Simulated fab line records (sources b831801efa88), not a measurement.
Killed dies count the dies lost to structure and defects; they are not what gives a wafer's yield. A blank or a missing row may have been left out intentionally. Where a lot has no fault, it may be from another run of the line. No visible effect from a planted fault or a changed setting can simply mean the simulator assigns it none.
A lot that was struck, set against a sound lot    flow gf180mcu    18 steps out of a route of 602
Sound: wafers L271.3, L271.5, L271.6. Struck: wafer L278.5. (L278.1, L278.4 of the same lot were not struck and are left out.) The cause comes at the end.
Order at every step that has rows: each side's tool, ch and its chambers, its first start. Under that, the readings that differ: sound wafers    struck wafers    difference of the means    sigmas: that difference in standard deviations of wafers without a fault.
alike: same words and numbers on both sides, and readings whose means sit less than 2 such deviations apart. not compared: any withheld reading, any reading some wafer has no value for, any bound like >300 that may hide the same value, and any number with overlapping values for which the record gives no deviation.
Wherever a step has rows on one side only, a row that says differs or no value, or a row with sigmas, the two part there. Non-overlapping numbers with no deviation appear without sigmas and do not part them. A reading missing from all wafers of one side parts the sides only when that side holds two or more wafers.

first, 3 steps without rows for these wafers: GF_V1_EXPOSE_11 (exposes mask Via1, target cd 260 nm); GF_V1_PEB_12 (peb time 90 s); GF_V1_DEVELOP_13 (develop time 60 s).
GF_V1_CD_MEAS_14 targets a cd of 260 nm.
  sound on cd_sem-02, day 18 09:21; struck on cd_sem-02, day 21 07:16
  alike: cd_nm
GF_V1_OVL_MEAS_15:
  sound on overlay-01, day 18 09:27; struck on overlay-02, day 21 07:23
  alike: V1_OVL
then, 1 step without rows for these wafers: GF_V1_ETCH_16 (etches BARC in N2/H2).
GF_V1_ETCH_17: etches SiO2 in C4F8/O2/Ar, stops on TiN, target depth 630 nm.
  sound on rie_diel-01 ch 0,1,2; struck on rie_diel-01 ch 1
  alike: bias_w, oes_product_au
GF_V1_STRIP_18: strips in O2/N2.
  sound on plasma_asher-01 ch 0,1, day 18 09:38; struck on plasma_asher-01 ch 1, day 21 07:32
  alike: drypump_motor_current_A, heater_power_w, oes_product_au
  not compared: rf_hours_counter_h
then, 2 steps without rows for these wafers: GF_V1_STRIP_19 (strips in post etch residue remover, time 1200 s); GF_V1_CLEAN_20 (cleans in DIW).
GF_V1_SPUTTER_21: material Ti, target thk 15 nm, time 80.02 s.
  sound on pvd_sputter-03, day 18 10:10; struck on pvd_sputter-03, day 21 08:05
  alike: throttle_valve_pct
GF_V1_SPUTTER_22: material TiN, target thk 10 nm, time 40 s.
  sound on pvd_sputter-03, day 18 10:14; struck on pvd_sputter-03, day 21 08:08
  alike: throttle_valve_pct
GF_V1_CVD_23: deposits W, target thk 350 nm, time 105.05 s.
  sound on cvd_w-02 ch 0,1, day 18 10:19; struck on cvd_w-02 ch 1, day 21 08:11
reading                           sound            struck  difference  sigmas
model.W_of_V1_CVD_23.thk_nm (nm)  358.3 354 350.2  533     +179        
  alike: heater_power_w
GF_V1_RS_MEAS_24: measurement is done with a four-point probe.
  sound on film_metro-01, day 18 10:25; struck on film_metro-04, day 21 08:17
reading           sound              struck  difference  sigmas
V1_W_RS (ohm/sq)  0.319 0.323 0.327  0.215   -0.108      -31
GF_V1_THK_MEAS_25: measures by xrf.
  sound on film_metro-01, day 18 10:31; struck on film_metro-04, day 21 08:25
reading        sound        struck  difference  sigmas
V1_W_THK (nm)  360 356 355  543     +186        +43
GF_V1_CMP_26: polishes, stops on SiO2, t overpolish 15 s, target thk 0 nm.
  sound on cmp-02 ch 1,2, day 18 10:34; struck on cmp-02 ch 2, day 21 08:31
reading                 sound     struck  difference  sigmas
time_to_endpoint_s (s)  85 84 81  128     +45         +12
  alike: motor_current_A
GF_M2_SPUTTER_00: material Ti, target thk 37.5 nm, time 150 s.
  sound on pvd_sputter-02, day 18 10:52; struck on pvd_sputter-01, day 21 08:46
  alike: throttle_valve_pct
-- the record jumps here: 10 days lie between the struck wafers' starts before and after (it left off in module M2 and takes up again in module PASSIVATION, whose first step shown is number 602 of the route) --
GF_PASSIVATION_PROBE_99:
  the record has rows for the struck wafers here (prober-01, day 31 13:01) and none for the sound ones

WHERE THEY PART
First at GF_V1_RS_MEAS_24; last, within this record, at GF_PASSIVATION_PROBE_99.

WHY: the cause the simulator had injected
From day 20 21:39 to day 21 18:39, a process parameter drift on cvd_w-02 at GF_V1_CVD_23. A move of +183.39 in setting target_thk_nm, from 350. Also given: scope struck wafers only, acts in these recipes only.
